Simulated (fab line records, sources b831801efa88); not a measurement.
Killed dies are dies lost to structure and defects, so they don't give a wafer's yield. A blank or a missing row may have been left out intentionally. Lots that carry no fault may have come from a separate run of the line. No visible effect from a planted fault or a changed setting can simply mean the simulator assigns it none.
A struck lot beside a sound one || flow sky130 || 18 out of 708 route steps
Sound: the wafers L979.1, L979.3, L979.4. Wafers L987.2, L987.4, L987.5 were the ones struck. At the end, the cause is stated.
Per side, at each step with rows, come the tool, then ch with its chambers, and then its first start. Under that, the readings that differ: sound wafers || struck wafers || difference of the means || sigmas: that difference in standard deviations of wafers without a fault.
alike: same words and numbers on both sides, and readings whose means sit less than 2 such deviations apart. not compared: any withheld reading, any reading some wafer has no value for, any bound like >300 that may hide the same value, and any number with overlapping values for which the record gives no deviation.
Wherever a step has rows on one side only, a row that says differs or no value, or a row with sigmas, the two part there. Numbers that have no deviation but don't overlap get no sigmas and don't part them. Lack of a reading on every wafer of one side parts them only where that side has two or more wafers.

SKY_LDD_HVP_STRIP_09: strips in O2/N2.
  sound on plasmaAsher-04 ch 0,1, day 21 21:53; struck on plasmaAsher-01 ch 1, day 24 17:50
  alike: chamberPressureMTorr, drypumpMotorCurrentA, oesProductAu, stripTimeToEndpointS
  not compared: rfHoursCounterH
SKY_LDD_HVP_TW_MEAS_10:
  struck on filmMetro-02, day 24 17:57; sound on filmMetro-03, day 21 21:59
  alike: LDD_HVP_TW
then, 7 steps without rows for these wafers: SKY_LDD_LDN_DEHYDRATE_00 (time 60 s); SKY_LDD_LDN_HMDS_01 (prime time 60 s); SKY_LDD_LDN_COAT_02 (resist thk 1140 nm); SKY_LDD_LDN_SOFTBAKE_03 (time 60 s); SKY_LDD_LDN_EXPOSE_04 (exposes mask LDNTM, target cd 700 nm); SKY_LDD_LDN_PEB_05; SKY_LDD_LDN_DEVELOP_06 (develop time 60 s).
SKY_LDD_LDN_OVL_MEAS_07:
  struck on overlay-02, day 25 23:49; sound on overlay-02, day 23 04:40
  alike: LDD_LDN_OVL
then, 2 steps without rows for these wafers: SKY_LDD_LDN_IMPLANT_08; SKY_LDD_LDN_IMPLANT_09.
SKY_LDD_LDN_IMPLANT_10:
  sound on implanter-04 ch 0, day 23 05:00; struck on implanter-04 ch 0, day 26 00:10
{"reading": "implantIonAmu", "sound": "75 75 75", "struck": "31 31 31", "difference": -44, "sigmas": ""}
{"reading": "model.implant.rpNm (nm)", "sound": "13 13 13", "struck": "23.32 23.32 23.32", "difference": "+10.32", "sigmas": ""}
{"reading": "model.implant.drpNm (nm)", "sound": "5.933 5.933 5.933", "struck": "10.9 10.9 10.9", "difference": "+5.0", "sigmas": ""}
  alike: faradayCurrentUA
following that, these wafers have no rows for 1 step: SKY_LDD_LDN_IMPLANT_11.
SKY_LDD_LDN_STRIP_12: strips in O2/N2.
  sound on plasmaAsher-04 ch 0,1, day 23 05:18; struck on plasmaAsher-04 ch 0,1, day 26 00:26
  alike: chamberPressureMTorr, drypumpMotorCurrentA, oesProductAu, stripTimeToEndpointS
  not compared: rfHoursCounterH
SKY_LDD_LDN_TW_MEAS_13:
  struck on filmMetro-04, day 26 00:33; sound on filmMetro-02, day 23 05:24
{"reading": "LDD_LDN_TW", "sound": "1473 1474 1476", "struck": "1406 1411 1416", "difference": -63, "sigmas": -10}
then, 1 step without rows for these wafers: SKY_LDD_LDN_CLEAN_14 (cleans in SC1/SC2, time 150 s).
-- a jump in the record: the struck wafers' starts before and after are 22 days apart (it breaks off in module LDD_LDN and resumes in module PAD_OPEN, where the first step shown is number 708 of the route) --
SKY_PAD_OPEN_PROBE_99:
  struck on prober-01, day 47 12:41; sound on prober-02, day 45 14:23
{"reading": "killedAtFrontEnd", "sound": "24 25 14", "struck": "10 7 13", "difference": -11, "sigmas": -2}
{"reading": "killedOpen", "sound": "65 68 55", "struck": "38 39 62", "difference": -16, "sigmas": -2}
{"reading": "model.etest.tipSonos.rsOhmSq", "sound": "2531 2510 2547", "struck": "1954 1920 1940", "difference": -591, "sigmas": ""}
{"reading": "model.etest.sonosUncharged.rOnOhmUm", "sound": "806.8 813.9 807.2", "struck": "759.1 762 775.2", "difference": -43.9, "sigmas": ""}
{"reading": "model.etest.sonosProgrammed.offLog10AUm", "sound": "-13.83 -14.02 -13.87", "struck": "-12.83 -12.83 -12.72", "difference": "+1.11", "sigmas": ""}
{"reading": "model.etest.sonosBaked.vtV (V)", "sound": "0.8925 0.8991 0.9278", "struck": "0.8605 0.8372 0.7719", "difference": -0.0833, "sigmas": ""}
{"reading": "model.etest.sonosUncharged.vtV (V)", "sound": "-0.4483 -0.4421 -0.4676", "struck": "-0.5508 -0.5515 -0.5072", "difference": -0.0838, "sigmas": ""}
{"reading": "model.etest.sonosErased.vtV (V)", "sound": "-2.134 -2.104 -2.152", "struck": "-2.324 -2.361 -2.282", "difference": -0.192, "sigmas": ""}
  alike: killed_at_M0_to_M3, killed_at_M4_up, killedAtContacts, killedAtOther, killedDies, killedShort
  not compared: model.etest.sonosProgrammed.vtV

## WHERE THEY PART
At SKY_LDD_LDN_TW_MEAS_13 first; at SKY_PAD_OPEN_PROBE_99 last (within this record only).

WHY: whatever the simulator had introduced
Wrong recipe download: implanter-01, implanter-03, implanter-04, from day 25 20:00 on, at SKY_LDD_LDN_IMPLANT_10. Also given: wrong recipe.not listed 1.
